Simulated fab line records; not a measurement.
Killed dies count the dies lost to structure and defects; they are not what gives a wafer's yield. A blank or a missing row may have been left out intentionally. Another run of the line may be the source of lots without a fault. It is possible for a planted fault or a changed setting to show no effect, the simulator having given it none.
Comparing a struck lot with a sound one + flow sky130 + 42 steps out of a route of 708
Sound: these wafers, L418.3, L418.5, L418.6. Struck: wafer L426.1. (L426.5, L426.6 of the same lot were not struck and are left out.) The cause comes at the end.
For every step that has rows: the tool of each side, followed by ch and its chambers, followed by its first start. Under that, the readings that differ: sound wafers + struck wafers + difference of the means + sigmas: that difference in standard deviations of wafers without a fault.
alike: a reading whose means differ by less than 2 such deviations, as well as words and numbers matching on both sides. not compared: withheld readings; readings where some wafer has no value; bounds like >300 that might hide an equal value; numbers whose values overlap and for which the record gives no deviation.
Wherever a step has rows on one side only, a row that says differs or no value, or a row with sigmas, the two part there. Numbers that don't overlap but have no deviation are shown without sigmas and don't part them. A reading that every wafer of one side lacks parts them only if that side has two wafers or more.

first, 2 steps without rows for these wafers: SKY_NWELL_PEB_08; SKY_NWELL_DEVELOP_09 (develop time 60 s).
SKY_NWELL_OVL_MEAS_10:
  sound on overlay-02, day 6 10:46; struck on overlay-01, day 8 04:17
| reading           | sound          | struck | difference | sigmas |
|-------------------|----------------|--------|------------|--------|
| NWELL_00_OVL (nm) | -0.4 -2.3 -2.1 | 1.8    | +3.4       | +2     |
then, 3 steps without rows for these wafers: SKY_NWELL_IMPLANT_11; SKY_NWELL_IMPLANT_12; SKY_NWELL_IMPLANT_13.
SKY_NWELL_STRIP_14: strips in O2/N2.
  sound on plasma-asher-03 ch 0,1, day 6 11:16; struck on plasma-asher-03 ch 0, day 8 04:46
| reading                | sound | struck | difference                   | sigmas |
|------------------------|-------|--------|------------------------------|--------|
| rf-hours-counter-h (h) | - - - | 44     | no value on the sound wafers |        |
  alike: drypump-motor-current-A, oes-product-au, strip-time-to-endpoint-s
SKY_NWELL_TW_MEAS_15:
  sound on film-metro-01, day 6 11:22; struck on film-metro-04, day 8 04:52
  alike: NWELL_TW
then, 4 steps without rows for these wafers: SKY_NWELL_DEHYDRATE_16 (time 60 s); SKY_NWELL_HMDS_17 (prime time 60 s); SKY_NWELL_COAT_18 (resist thk 3000 nm); SKY_NWELL_SOFTBAKE_19.
SKY_NWELL_EXPOSE_20: exposes mask NWM COMPLEMENT, target cd 840 nm.
  sound on iline-stepper-01 ch 0, day 6 20:56; struck on iline-stepper-02 ch 0, day 8 15:52
  alike: mask
then, 2 steps without rows for these wafers: SKY_NWELL_PEB_21; SKY_NWELL_DEVELOP_22 (develop time 60 s).
SKY_NWELL_OVL_MEAS_23:
  sound on overlay-01, day 7 06:39; struck on overlay-01, day 9 02:48
  alike: NWELL_01_OVL
next, for these wafers, 1 step has no rows: SKY_NWELL_IMPLANT_24.
SKY_NWELL_STRIP_25: strips in O2/N2.
  sound on plasma-asher-04 ch 0,1, day 7 06:51; struck on plasma-asher-04 ch 1, day 9 02:59
| reading                | sound | struck | difference                   | sigmas |
|------------------------|-------|--------|------------------------------|--------|
| rf-hours-counter-h (h) | - - - | 39     | no value on the sound wafers |        |
  alike: drypump-motor-current-A, oes-product-au, strip-time-to-endpoint-s
SKY_NWELL_TW_MEAS_26:
  sound on film-metro-02, day 7 06:56; struck on film-metro-04, day 9 03:05
| reading    | sound       | struck | difference | sigmas |
|------------|-------------|--------|------------|--------|
| NWELL_2_TW | 498 495 493 | 506    | +11        | +3     |
then, 1 step without rows for these wafers: SKY_NWELL_CLEAN_27 (cleans in SC1/SC2, time 150 s).
SKY_NWELL_RTA_28: time 30 s.
  sound on rtp-anneal-02 ch 0, day 7 07:04; struck on rtp-anneal-01 ch 0, day 9 03:12
  alike: lamp-power-pct, wafer_temp_C_max
SKY_NWELL_RS_MEAS_29: measures by four-point-probe.
  sound on film-metro-01, day 7 07:10; struck on film-metro-01, day 9 03:18
| reading           | sound             | struck | difference | sigmas |
|-------------------|-------------------|--------|------------|--------|
| NWELL_RS (ohm/sq) | 628.4 625.7 625.5 | 623.6  | -2.9       | -2     |
SKY_NWELL_RS_MEAS_31: measures by four-point-probe.
  sound on film-metro-01, day 7 07:25; struck on film-metro-01, day 9 03:32
  alike: PWDE_RS
then, 7 steps without rows for these wafers: SKY_VT_ADJUST_HVTP_DEHYDRATE_00 (time 60 s); SKY_VT_ADJUST_HVTP_HMDS_01 (prime time 60 s); SKY_VT_ADJUST_HVTP_COAT_02 (resist thk 1140 nm); SKY_VT_ADJUST_HVTP_SOFTBAKE_03 (time 60 s); SKY_VT_ADJUST_HVTP_EXPOSE_04 (exposes mask HVTPM, target cd 380 nm); SKY_VT_ADJUST_HVTP_PEB_05; SKY_VT_ADJUST_HVTP_DEVELOP_06 (develop time 60 s).
SKY_VT_ADJUST_HVTP_CD_MEAS_07: the cd target is 380 nm.
  sound on cd-sem-01, day 8 03:19; struck on cd-sem-02, day 10 01:25
  alike: cd-nm
SKY_VT_ADJUST_HVTP_OVL_MEAS_08:
  sound on overlay-02, day 8 03:25; struck on overlay-02, day 10 01:32
  alike: VT_ADJUST_HVTP_OVL
next, for these wafers, 1 step has no rows: SKY_VT_ADJUST_HVTP_IMPLANT_09.
SKY_VT_ADJUST_HVTP_STRIP_10: strips in O2/N2.
  sound on plasma-asher-01 ch 0,1, day 8 03:37; struck on plasma-asher-01 ch 1, day 10 01:43
| reading                      | sound             | struck | difference                   | sigmas |
|------------------------------|-------------------|--------|------------------------------|--------|
| oes-product-au (a.u.)        | 0.716 0.711 0.708 | 0.721  | +0.009                       | +2     |
| rf-hours-counter-h (h)       | - - -             | 54     | no value on the sound wafers |        |
| strip-time-to-endpoint-s (s) | 14.10 14.10 14.15 | 14.23  | +0.11                        | +3     |
  alike: drypump-motor-current-A
SKY_VT_ADJUST_HVTP_TW_MEAS_11:
  sound on film-metro-02, day 8 03:43; struck on film-metro-02, day 10 01:49
  alike: VT_ADJUST_HVTP_TW
then, 6 steps without rows for these wafers: SKY_VT_ADJUST_LVTN_DEHYDRATE_00 (time 60 s); SKY_VT_ADJUST_LVTN_HMDS_01 (prime time 60 s); SKY_VT_ADJUST_LVTN_COAT_02 (resist thk 3000 nm); SKY_VT_ADJUST_LVTN_SOFTBAKE_03; SKY_VT_ADJUST_LVTN_EXPOSE_04 (exposes mask NWM COMPLEMENT LESS NATIVE, target cd 840 nm); SKY_VT_ADJUST_LVTN_PEB_05.
-- a jump in the record: the struck wafers' starts before and after are 40 days apart (it breaks off in module VT_ADJUST_LVTN and resumes in module PAD_OPEN, where the first step shown is number 708 of the route) --
SKY_PAD_OPEN_PROBE_99:
  sound on prober-01, day 48 10:05; struck on prober-02, day 49 18:37
| reading                                 | sound          | struck | difference | sigmas |
|-----------------------------------------|----------------|--------|------------|--------|
| killed-dies                             | 79 72 96       | 60     | -22        | -2     |
| killed-open                             | 34 36 60       | 27     | -16        | -2     |
| model.etest.res-iso-pwell.width-nm (nm) | 2651 2650 2638 | 2667   | +21        |        |
  alike: killed_at_M0_to_M3, killed_at_M4_up, killed-at-contacts, killed-at-front-end, killed-at-other, killed-short

== WHERE THEY PART ==
First at SKY_NWELL_OVL_MEAS_10; last, within this record, at SKY_PAD_OPEN_PROBE_99.

WHY: what the simulator had put in
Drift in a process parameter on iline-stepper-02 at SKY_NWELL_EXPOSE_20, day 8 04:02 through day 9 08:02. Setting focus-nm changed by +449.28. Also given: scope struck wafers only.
